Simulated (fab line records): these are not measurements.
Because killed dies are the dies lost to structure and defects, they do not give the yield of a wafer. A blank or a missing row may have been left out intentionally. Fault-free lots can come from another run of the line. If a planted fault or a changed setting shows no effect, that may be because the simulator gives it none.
Which tool is to blame? || flow sky130 || 12 lots with 36 wafers sampled at 5 steps, on a route of 708 steps

## WHAT THE GAUGES SHOWED, per wafer
SKY_LDD_HVN_TW_MEAS_10. Usual: LDD_HVN_TW typically reads 1436, with standard deviation 14.
{"lot": "L782", "measured": "day 20 12:44", "on": "film metro-04", "LDD_HVN_TW": "1417 1419 1418", "flag": ""}
{"lot": "L787", "measured": "day 22 19:29", "on": "film metro-04", "LDD_HVN_TW": "1422 1420 1417", "flag": ""}
{"lot": "L788", "measured": "day 22 19:47", "on": "film metro-01", "LDD_HVN_TW": "1438 1442 1436", "flag": ""}
{"lot": "L789", "measured": "day 23 02:08", "on": "film metro-04", "LDD_HVN_TW": "1423 1414 1421", "flag": ""}
{"lot": "L790", "measured": "day 23 21:20", "on": "film metro-04", "LDD_HVN_TW": "1428 1417 1422", "flag": ""}
{"lot": "L791", "measured": "day 23 22:26", "on": "film metro-03", "LDD_HVN_TW": "1454 1450 1453", "flag": ""}
{"lot": "L793", "measured": "day 24 13:27", "on": "film metro-01", "LDD_HVN_TW": "1448 1459 1439", "flag": ""}
{"lot": "L797", "measured": "day 26 00:38", "on": "film metro-03", "LDD_HVN_TW": "1456 1456 1453", "flag": ""}
{"lot": "L799", "measured": "day 27 05:35", "on": "film metro-03", "LDD_HVN_TW": "1461 1456 1459", "flag": ""}
{"lot": "L802", "measured": "day 27 18:38", "on": "film metro-04", "LDD_HVN_TW": "1428 1429 1434", "flag": ""}
{"lot": "L803", "measured": "day 28 11:38", "on": "film metro-03", "LDD_HVN_TW": "1449 1450 1447", "flag": ""}
{"lot": "L805", "measured": "day 29 02:38", "on": "film metro-01", "LDD_HVN_TW": "1443 1440 1439", "flag": ""}

SKY_POLY_CUT_OVL_MEAS_09. Usual: POLY_CUT_OVL typically reads 0 nm, with standard deviation 5.5.
{"lot": "L782", "measured": "day 24 10:49", "on": "overlay-01", "POLY_CUT_OVL (nm)": "6 1 9", "flag": ""}
{"lot": "L787", "measured": "day 26 15:53", "on": "overlay-02", "POLY_CUT_OVL (nm)": "-7 -4 -7", "flag": ""}
{"lot": "L788", "measured": "day 26 16:32", "on": "overlay-02", "POLY_CUT_OVL (nm)": "-6 1 1", "flag": ""}
{"lot": "L789", "measured": "day 26 21:52", "on": "overlay-02", "POLY_CUT_OVL (nm)": "-2 -6 0", "flag": ""}
{"lot": "L790", "measured": "day 27 17:37", "on": "overlay-01", "POLY_CUT_OVL (nm)": "2 11 12", "flag": ""}
{"lot": "L791", "measured": "day 27 20:35", "on": "overlay-02", "POLY_CUT_OVL (nm)": "-6 4 3", "flag": ""}
{"lot": "L793", "measured": "day 28 07:23", "on": "overlay-01", "POLY_CUT_OVL (nm)": "8 3 -7", "flag": ""}
{"lot": "L797", "measured": "day 29 17:37", "on": "overlay-01", "POLY_CUT_OVL (nm)": "4 2 3", "flag": ""}
{"lot": "L799", "measured": "day 30 23:22", "on": "overlay-02", "POLY_CUT_OVL (nm)": "11 3 1", "flag": ""}
{"lot": "L802", "measured": "day 31 11:50", "on": "overlay-01", "POLY_CUT_OVL (nm)": "-6 -11 -6", "flag": ""}
{"lot": "L803", "measured": "day 32 02:47", "on": "overlay-02", "POLY_CUT_OVL (nm)": "7 3 2", "flag": ""}
{"lot": "L805", "measured": "day 32 17:17", "on": "overlay-02", "POLY_CUT_OVL (nm)": "5 3 4", "flag": ""}

SKY_SD_P_CD_MEAS_07: the cd target is 380 nm. Usual: cd nm reads 378.8 nm (standard deviation 2.1).
{"lot": "L782", "measured": "day 25 17:15", "on": "cd sem-02", "cd nm (nm)": "379.1 379.8 377.6", "flag": ""}
{"lot": "L787", "measured": "day 27 21:54", "on": "cd sem-01", "cd nm (nm)": "376.6 379.0 381.1", "flag": ""}
{"lot": "L788", "measured": "day 27 22:21", "on": "cd sem-02", "cd nm (nm)": "380.6 381.6 381.3", "flag": ""}
{"lot": "L789", "measured": "day 28 02:20", "on": "cd sem-02", "cd nm (nm)": "379.2 378.7 380.8", "flag": ""}
{"lot": "L790", "measured": "day 28 23:15", "on": "cd sem-01", "cd nm (nm)": "380.3 378.6 380.7", "flag": ""}
{"lot": "L791", "measured": "day 29 01:45", "on": "cd sem-01", "cd nm (nm)": "380.9 381.0 380.9", "flag": ""}
{"lot": "L793", "measured": "day 29 11:43", "on": "cd sem-01", "cd nm (nm)": "386.2 387.8 387.2", "flag": "OFF"}
{"lot": "L797", "measured": "day 30 22:15", "on": "cd sem-01", "cd nm (nm)": "384.9 387.1 385.8", "flag": "OFF"}
{"lot": "L799", "measured": "day 32 03:36", "on": "cd sem-01", "cd nm (nm)": "378.5 384.3 379.7", "flag": ""}
{"lot": "L802", "measured": "day 32 16:08", "on": "cd sem-01", "cd nm (nm)": "378.9 379.7 379.0", "flag": ""}
{"lot": "L803", "measured": "day 33 06:12", "on": "cd sem-02", "cd nm (nm)": "377.4 380.6 380.8", "flag": ""}
{"lot": "L805", "measured": "day 33 21:00", "on": "cd sem-01", "cd nm (nm)": "378.3 380.1 379.4", "flag": ""}

## TOOL THAT RAN EACH LOT (tool first, then ch and the chambers of the sampled wafers, then the start)
{"lot": "L782", "SKY_LDD_HVN_STRIP_09": "plasma asher-04 ch 0,1, day 20 12:38", "SKY_SD_P_DEVELOP_06": "litho track-01 ch 0, day 25 17:06"}
{"lot": "L787", "SKY_LDD_HVN_STRIP_09": "plasma asher-03 ch 0,1, day 22 19:23", "SKY_SD_P_DEVELOP_06": "litho track-04 ch 0, day 27 21:45"}
{"lot": "L788", "SKY_LDD_HVN_STRIP_09": "plasma asher-01 ch 0,1, day 22 19:41", "SKY_SD_P_DEVELOP_06": "litho track-01 ch 0, day 27 22:12"}
{"lot": "L789", "SKY_LDD_HVN_STRIP_09": "plasma asher-04 ch 0,1, day 23 02:02", "SKY_SD_P_DEVELOP_06": "litho track-02 ch 0, day 28 02:11"}
{"lot": "L790", "SKY_LDD_HVN_STRIP_09": "plasma asher-03 ch 0,1, day 23 21:14", "SKY_SD_P_DEVELOP_06": "litho track-01 ch 0, day 28 23:06"}
{"lot": "L791", "SKY_LDD_HVN_STRIP_09": "plasma asher-04 ch 0,1, day 23 22:20", "SKY_SD_P_DEVELOP_06": "litho track-01 ch 0, day 29 01:36"}
{"lot": "L793", "SKY_LDD_HVN_STRIP_09": "plasma asher-01 ch 1, day 24 13:20", "SKY_SD_P_DEVELOP_06": "litho track-01 ch 0, day 29 11:35"}
{"lot": "L797", "SKY_LDD_HVN_STRIP_09": "plasma asher-01 ch 0,1, day 26 00:32", "SKY_SD_P_DEVELOP_06": "litho track-01 ch 0, day 30 22:06"}
{"lot": "L799", "SKY_LDD_HVN_STRIP_09": "plasma asher-01 ch 0,1, day 27 05:29", "SKY_SD_P_DEVELOP_06": "litho track-04 ch 0, day 32 03:27"}
{"lot": "L802", "SKY_LDD_HVN_STRIP_09": "plasma asher-03 ch 0,1, day 27 18:32", "SKY_SD_P_DEVELOP_06": "litho track-02 ch 0, day 32 15:59"}
{"lot": "L803", "SKY_LDD_HVN_STRIP_09": "plasma asher-01 ch 0,1, day 28 11:32", "SKY_SD_P_DEVELOP_06": "litho track-01 ch 0, day 33 06:03"}
{"lot": "L805", "SKY_LDD_HVN_STRIP_09": "plasma asher-01 ch 0,1, day 29 02:32", "SKY_SD_P_DEVELOP_06": "litho track-01 ch 0, day 33 20:51"}
- SKY_LDD_HVN_STRIP_09: strips in O2/N2.
- SKY_SD_P_DEVELOP_06: develop time 60 s.

## AS READ BY THE TOOLS THEMSELVES (means over the sampled wafers that have a number; for cases with no such wafer, the mark the record gives instead)
SKY_LDD_HVN_STRIP_09. Usual: drypump motor current A 6.10 A, standard deviation 0.22; oes product au 0.408 a.u., standard deviation 0.0052; strip time to endpoint s 4.133 s, standard deviation 0.014.
{"lot": "L782", "tool": "plasma asher-04", "drypump motor current A (A)": 6.13, "oes product au (a.u.)": 0.410, "strip time to endpoint s (s)": 4.131, "flag": ""}
{"lot": "L787", "tool": "plasma asher-03", "drypump motor current A (A)": 6.29, "oes product au (a.u.)": 0.409, "strip time to endpoint s (s)": 4.124, "flag": ""}
{"lot": "L788", "tool": "plasma asher-01", "drypump motor current A (A)": 6.06, "oes product au (a.u.)": 0.411, "strip time to endpoint s (s)": 4.146, "flag": ""}
{"lot": "L789", "tool": "plasma asher-04", "drypump motor current A (A)": 6.10, "oes product au (a.u.)": 0.410, "strip time to endpoint s (s)": 4.125, "flag": ""}
{"lot": "L790", "tool": "plasma asher-03", "drypump motor current A (A)": 6.29, "oes product au (a.u.)": 0.406, "strip time to endpoint s (s)": 4.140, "flag": ""}
{"lot": "L791", "tool": "plasma asher-04", "drypump motor current A (A)": 6.18, "oes product au (a.u.)": 0.409, "strip time to endpoint s (s)": 4.123, "flag": ""}
{"lot": "L793", "tool": "plasma asher-01", "drypump motor current A (A)": 5.89, "oes product au (a.u.)": 0.407, "strip time to endpoint s (s)": 4.133, "flag": ""}
{"lot": "L797", "tool": "plasma asher-01", "drypump motor current A (A)": 6.09, "oes product au (a.u.)": 0.407, "strip time to endpoint s (s)": 4.114, "flag": ""}
{"lot": "L799", "tool": "plasma asher-01", "drypump motor current A (A)": 6.06, "oes product au (a.u.)": 0.402, "strip time to endpoint s (s)": 4.150, "flag": ""}
{"lot": "L802", "tool": "plasma asher-03", "drypump motor current A (A)": 6.05, "oes product au (a.u.)": 0.406, "strip time to endpoint s (s)": 4.122, "flag": ""}
{"lot": "L803", "tool": "plasma asher-01", "drypump motor current A (A)": 5.99, "oes product au (a.u.)": 0.406, "strip time to endpoint s (s)": 4.140, "flag": ""}
{"lot": "L805", "tool": "plasma asher-01", "drypump motor current A (A)": 6.08, "oes product au (a.u.)": 0.410, "strip time to endpoint s (s)": 4.146, "flag": ""}

SKY_SD_P_DEVELOP_06. Usual: developer temp C 22.99 C, standard deviation 0.11; exhaust pa 44.9 Pa, standard deviation 0.98; resist line temp C 22.98 C, standard deviation 0.12.
{"lot": "L782", "tool": "litho track-01", "developer temp C (C)": 23.07, "exhaust pa (Pa)": 44.8, "resist line temp C (C)": 22.96, "flag": ""}
{"lot": "L787", "tool": "litho track-04", "developer temp C (C)": 22.98, "exhaust pa (Pa)": 44.5, "resist line temp C (C)": 23.09, "flag": ""}
{"lot": "L788", "tool": "litho track-01", "developer temp C (C)": 22.89, "exhaust pa (Pa)": 45.3, "resist line temp C (C)": 23.08, "flag": ""}
{"lot": "L789", "tool": "litho track-02", "developer temp C (C)": 22.98, "exhaust pa (Pa)": 45.3, "resist line temp C (C)": 22.88, "flag": ""}
{"lot": "L790", "tool": "litho track-01", "developer temp C (C)": 23.08, "exhaust pa (Pa)": 43.4, "resist line temp C (C)": 22.95, "flag": ""}
{"lot": "L791", "tool": "litho track-01", "developer temp C (C)": 22.81, "exhaust pa (Pa)": 44.5, "resist line temp C (C)": 23.02, "flag": ""}
{"lot": "L793", "tool": "litho track-01", "developer temp C (C)": 20.79, "exhaust pa (Pa)": 45.7, "resist line temp C (C)": 22.98, "flag": "OFF"}
{"lot": "L797", "tool": "litho track-01", "developer temp C (C)": 20.80, "exhaust pa (Pa)": 45.5, "resist line temp C (C)": 23.01, "flag": "OFF"}
{"lot": "L799", "tool": "litho track-04", "developer temp C (C)": 22.76, "exhaust pa (Pa)": 43.9, "resist line temp C (C)": 23.01, "flag": ""}
{"lot": "L802", "tool": "litho track-02", "developer temp C (C)": 23.04, "exhaust pa (Pa)": 44.3, "resist line temp C (C)": 23.03, "flag": ""}
{"lot": "L803", "tool": "litho track-01", "developer temp C (C)": 23.06, "exhaust pa (Pa)": 44.7, "resist line temp C (C)": 22.83, "flag": ""}
{"lot": "L805", "tool": "litho track-01", "developer temp C (C)": 22.99, "exhaust pa (Pa)": 44.6, "resist line temp C (C)": 22.86, "flag": ""}

## THE ANSWER, worked out from the rows above alone
Rule: take the mean of a lot's wafers that have a number; if it is more than 3 standard deviations from the usual mean, the lot is off. A lot without any number at a reading at which 4 lots or more have one is off too. The other lots that the step has rows for count as sound. The gauges are gone through in route order, then the tools' own readings, and for those a lot's mean is taken as printed above. The first step at which some lot is off is used, and at that step the reading that is off furthest; a lot without a number counts as furthest.
Off: L793, L797, at SKY_SD_P_CD_MEAS_07 (cd nm).
If a tool, at a process step before that reading, ran all the lots that are off and no sound lot after the first of them, it fits. Not tried: the gauges at SKY_SD_P_CD_MEAS_07; whatever is off there is also off at SKY_SD_P_DEVELOP_06, on other tools, and gauge error can't account for it. None of those tried fits.

## WHAT WAS PUT IN BY THE SIMULATOR
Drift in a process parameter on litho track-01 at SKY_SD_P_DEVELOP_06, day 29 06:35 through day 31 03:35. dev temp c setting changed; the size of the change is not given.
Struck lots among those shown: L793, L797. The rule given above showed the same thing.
